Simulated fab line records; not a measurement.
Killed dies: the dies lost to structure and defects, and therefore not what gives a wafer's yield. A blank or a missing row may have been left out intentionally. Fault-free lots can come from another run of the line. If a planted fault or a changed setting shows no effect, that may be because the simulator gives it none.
Struck lot and sound lot, side by side | flow sky130 | 21 steps out of a route of 708
Sound: wafers L566.1, L566.2, L566.5. Struck: wafers L560.1, L560.2, L560.3. At the end, the cause is stated.
Per side, at each step with rows, come the tool, then ch with its chambers, and then its first start. Under that, the readings that differ: sound wafers | struck wafers | difference of the means | sigmas: that difference in standard deviations of wafers without a fault.
alike: words and numbers the same on both sides, and readings whose means are apart by under 2 such deviations; not compared: readings that were withheld, readings missing a value for some wafer, numbers with overlapping values and no deviation given by the record, and bounds like >300 which may hide the same value.
A row with sigmas, a row that says differs or no value, or rows on one side alone: a step with any of these is where the two part. Non-overlapping numbers with no deviation appear without sigmas and do not part them. Lack of a reading on every wafer of one side parts them only where that side has two or more wafers.

SKY_POLY_GATE_CD_MEAS_22:
  sound on cdSem-02, day 21 05:07; struck on cdSem-01, day 19 03:13
  alike: cdNm
then, 7 steps without rows for these wafers: SKY_LDD_N_DEHYDRATE_00 (time 60 s); SKY_LDD_N_HMDS_01 (prime time 60 s); SKY_LDD_N_COAT_02 (resist thk 300 nm); SKY_LDD_N_SOFTBAKE_03 (time 60 s); SKY_LDD_N_EXPOSE_04 (exposes mask NTM, target cd 840 nm); SKY_LDD_N_PEB_05; SKY_LDD_N_DEVELOP_06 (develop time 60 s).
SKY_LDD_N_OVL_MEAS_07:
  sound on overlay-02, day 22 11:50; struck on overlay-01, day 20 10:23
  alike: LDD_N_OVL
then, 3 steps without rows for these wafers: SKY_LDD_N_IMPLANT_08; SKY_LDD_N_IMPLANT_09; SKY_LDD_N_IMPLANT_10.
SKY_LDD_N_IMPLANT_11:
  sound on implanter-01 ch 0, day 22 12:19; struck on implanter-01 ch 0, day 20 11:11
  alike: faradayCurrentUA
then, 4 steps without rows for these wafers: SKY_LDD_N_IMPLANT_12; SKY_LDD_N_IMPLANT_13; SKY_LDD_N_IMPLANT_14; SKY_LDD_N_IMPLANT_15.
SKY_LDD_N_STRIP_16: strips in O2/N2.
  sound on plasmaAsher-04 ch 0,1, day 22 13:04; struck on plasmaAsher-04 ch 0,1, day 20 11:56
reading                  | sound             | struck            | difference | sigmas
stripTimeToEndpointS (s) | 4.316 4.322 4.341 | 4.533 4.530 4.541 | +0.208     | +13
  alike: drypumpMotorCurrentA, o2FlowSccm, oesProductAu
  not compared: rfHoursCounterH
SKY_LDD_N_TW_MEAS_17:
  sound on filmMetro-03, day 22 13:10; struck on filmMetro-04, day 20 12:02
reading  | sound          | struck         | difference | sigmas
LDD_N_TW | 2597 2567 2586 | 2688 2681 2706 | +108       | +7
then, 1 step without rows for these wafers: SKY_LDD_P_DEHYDRATE_00 (time 60 s).
-- record jumps: 27 days separate the struck wafers' starts on either side; left off in module LDD_P, taken up again in module PAD_OPEN, whose first shown step is the route's number 708 --
SKY_PAD_OPEN_PROBE_99:
  sound on prober-01, day 49 01:26; struck on prober-01, day 47 16:34
reading                              | sound                | struck               | difference | sigmas
model.etest.tipN.rsOhmSq             | 445.1 448 446.1      | 389.8 391.2 389.6    | -56.2      | 
model.etest.nfet_01v8_lvt.vtSatV (V) | 0.5329 0.5256 0.5365 | 0.5153 0.5132 0.5216 | -0.0150    | 
  alike: killed_at_M0_to_M3, killed_at_M4_up, killedAtContacts, killedAtFrontEnd, killedAtOther, killedDies, killedOpen, killedShort
  not compared: model.etest.nfet_01v8_turned.vtSatV, model.etest.nfet_01v8.vtSatV

== WHERE THEY PART ==
Last at SKY_LDD_N_TW_MEAS_17 as far as this record goes, first at SKY_LDD_N_STRIP_16. Later steps at which nothing parts them and some readings are alike: SKY_PAD_OPEN_PROBE_99.

WHY: whatever the simulator had introduced
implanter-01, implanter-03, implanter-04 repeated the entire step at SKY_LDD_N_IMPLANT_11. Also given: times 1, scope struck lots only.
